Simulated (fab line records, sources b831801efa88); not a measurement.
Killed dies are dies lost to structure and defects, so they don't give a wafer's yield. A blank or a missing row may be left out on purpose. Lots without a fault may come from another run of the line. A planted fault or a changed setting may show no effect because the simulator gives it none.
Which tool did it? | flow sky130 | 13 lots, 39 wafers sampled, at 5 steps of a route of 708

WHAT THE GAUGES READ, wafer by wafer
SKY_FIELD_ISO_THK_MEAS_02.
lot  | measured    | on            | FIELD_ISO_OXIDATION_00_THK (nm)
L822 | day 1 17:17 | film_metro-03 | 11.82 11.84 11.79
L823 | day 2 02:55 | film_metro-02 | 11.87 11.81 11.82
L824 | day 2 02:57 | film_metro-03 | 12.16 12.29 12.49
L825 | day 2 15:29 | film_metro-04 | 11.80 11.86 11.68
L826 | day 2 15:32 | film_metro-04 | 11.53 11.57 11.54
L829 | day 3 09:53 | film_metro-03 | 11.73 11.54 11.76
L833 | day 4 03:49 | film_metro-04 | 11.66 11.61 11.89
L835 | day 4 15:21 | film_metro-02 | 11.95 11.97 12.15
L837 | day 5 03:57 | film_metro-04 | 12.04 11.77 11.84
L839 | day 5 13:23 | film_metro-02 | 11.99 11.89 12.03
L841 | day 5 17:58 | film_metro-02 | 11.89 11.81 12.00
L843 | day 6 01:41 | film_metro-04 | 11.88 11.85 12.07
L844 | day 6 06:38 | film_metro-04 | 12.04 11.93 11.76

SKY_FIELD_ISO_THK_MEAS_25.
lot  | measured    | on            | FIELD_ISO_CVD_24_THK (nm)
L822 | day 2 21:05 | film_metro-03 | 589 587 588
L823 | day 2 21:06 | film_metro-04 | 588 597 593
L824 | day 2 21:11 | film_metro-02 | 601 597 598
L825 | day 3 15:13 | film_metro-02 | 594 597 598
L826 | day 3 15:13 | film_metro-03 | 599 599 600
L829 | day 4 06:42 | film_metro-03 | 589 588 592
L833 | day 5 06:42 | film_metro-03 | 590 594 594
L835 | day 5 17:10 | film_metro-04 | 594 597 596
L837 | day 6 00:17 | film_metro-03 | 589 593 602
L839 | day 6 11:02 | film_metro-03 | 593 587 592
L841 | day 6 18:11 | film_metro-03 | 597 586 587
L843 | day 7 00:59 | film_metro-03 | 591 582 591
L844 | day 7 08:01 | film_metro-02 | 599 601 597

SKY_NWELL_OVL_MEAS_23.
lot  | measured     | on         | NWELL_01_OVL (nm)
L822 | day 6 07:23  | overlay-01 | 1.1 1.5 -0.2
L823 | day 6 08:02  | overlay-02 | 0.9 0.1 1.1
L824 | day 6 08:54  | overlay-02 | -1.7 0.7 -0.3
L825 | day 6 21:52  | overlay-02 | -2.1 -2.8 -2.4
L826 | day 6 21:23  | overlay-02 | -0.8 -0.3 -1.3
L829 | day 7 22:08  | overlay-02 | -0.3 0.5 0.5
L833 | day 9 02:42  | overlay-02 | 1.0 0.3 -0.2
L835 | day 9 05:47  | overlay-01 | 0.6 1.4 3.2
L837 | day 9 12:37  | overlay-02 | 3.2 1.3 2.0
L839 | day 10 01:02 | overlay-01 | 0.1 1.6 0.5
L841 | day 10 11:18 | overlay-01 | 0.4 1.5 -1.3
L843 | day 10 17:37 | overlay-01 | 0.8 -1.0 -0.6
L844 | day 11 07:11 | overlay-01 | -0.7 0.6 -1.3

SKY_NWELL_RS_MEAS_29: measures by four-point-probe.
lot  | measured     | on            | NWELL_RS (ohm/sq)
L822 | day 6 07:53  | film_metro-01 | 622.8 622.9 623.6
L823 | day 6 08:32  | film_metro-01 | 626.2 623.4 626.4
L824 | day 6 09:27  | film_metro-04 | 625.0 624.7 624.7
L825 | day 6 22:23  | film_metro-01 | 622.3 623.7 623.9
L826 | day 6 21:53  | film_metro-01 | 625.1 625.9 625.0
L829 | day 7 22:40  | film_metro-03 | 624.2 625.7 626.9
L833 | day 9 03:13  | film_metro-04 | 637.0 636.7 638.3 637.6 635.7 637.8
L835 | day 9 06:18  | film_metro-01 | 637.5 637.9 636.7 637.7 636.8 636.8
L837 | day 9 13:07  | film_metro-01 | 625.6 625.6 624.8
L839 | day 10 01:32 | film_metro-01 | 626.1 624.2 628.4
L841 | day 10 11:51 | film_metro-01 | 626.0 625.2 626.1
L843 | day 10 18:08 | film_metro-01 | 626.3 627.9 625.1
L844 | day 11 07:41 | film_metro-04 | 623.1 623.7 622.9

WHICH TOOL RAN EACH LOT (tool, then ch and the chambers of the sampled wafers, then the start)
lot  | SKY_NWELL_IMPLANT_13
L822 | implanter-02 ch 0, day 5 14:03
L823 | implanter-01 ch 0, day 5 14:24
L824 | implanter-02 ch 0, day 5 15:06
L825 | implanter-01 ch 0, day 6 02:37
L826 | implanter-04 ch 0, day 6 02:12
L829 | implanter-01 ch 0, day 7 02:54
L833 | implanter-02 ch 0, day 8 06:04
L835 | implanter-02 ch 0, day 8 08:39
L837 | implanter-01 ch 0, day 8 15:34
L839 | implanter-04 ch 0, day 9 03:55
L841 | implanter-04 ch 0, day 9 13:00
L843 | implanter-01 ch 0, day 9 18:52
L844 | implanter-01 ch 0, day 10 07:39
- SKY_NWELL_IMPLANT_13

WHAT THE TOOLS THEMSELVES READ (means of the sampled wafers that have a number; where no wafer has one, the mark that the record gives instead)
SKY_NWELL_IMPLANT_13.
lot  | tool         | dose_ions_cm2 | faraday_current_uA
L822 | implanter-02 | 7e+11         | 3.95
L823 | implanter-01 | 7e+11         | 3.99
L824 | implanter-02 | 7e+11         | 3.96
L825 | implanter-01 | 7e+11         | 3.90
L826 | implanter-04 | 7e+11         | 3.88
L829 | implanter-01 | 7e+11         | 3.95
L833 | implanter-02 | 3e+11         | 1.81
L835 | implanter-02 | 3e+11         | 1.78
L837 | implanter-01 | 7e+11         | 3.92
L839 | implanter-04 | 7e+11         | 3.99
L841 | implanter-04 | 7e+11         | 3.99
L843 | implanter-01 | 7e+11         | 3.96
L844 | implanter-01 | 7e+11         | 3.90

THE ANSWER, worked out from the rows above alone
Rule: what is usual is taken from the lots themselves. Put in order of their means at a reading, lots are off if they are a third of the lots or fewer, leave a main group of 4 or more, and stand apart from it by a gap of 3 or more times the standard deviation of the main group's means; of several such gaps the widest counts. A main group whose means are all the same, to the digits that the tables above print for the reading, isn't used. A lot without any number at a reading at which 4 lots or more have one is off too. The other lots that the step has rows for count as sound. The gauges are gone through in route order, then the tools' own readings, and for those a lot's mean is taken as printed above. The first step at which some lot is off is used, and at that step the reading that is off furthest; a lot without a number counts as furthest.
Off: L833, L835, at SKY_NWELL_RS_MEAS_29 (NWELL_RS). The main group: mean 625.0 ohm/sq, standard deviation 1.1.
A tool fits if, at a process step before that reading, it ran every lot that is off, and no sound lot after the first of them. The gauges at SKY_NWELL_RS_MEAS_29 aren't tried: what is off there is off at SKY_NWELL_IMPLANT_13 too, on other tools, and a gauge's error can't cause that. One fits: implanter-02 at SKY_NWELL_IMPLANT_13. Its last sound lot is L824 (day 5 15:06), its first lot that is off L833 (day 8 06:04): a fault that began between those two fits.
The tool's own readings at SKY_NWELL_IMPLANT_13 bear it out: on the lots that are off they differ by more than 5 times the standard deviation of the sound lots' means. dose_ions_cm2 reads 3e+11 there against 7e+11 on the sound lots; faraday_current_uA reads 1.79 there against 3.94 on the sound lots.

WHAT THE SIMULATOR HAD PUT IN
Process parameter drift: implanter-02, from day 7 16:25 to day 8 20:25, at SKY_NWELL_IMPLANT_13. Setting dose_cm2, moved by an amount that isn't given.
Lots struck among those shown: L833, L835. The rule above found the same.
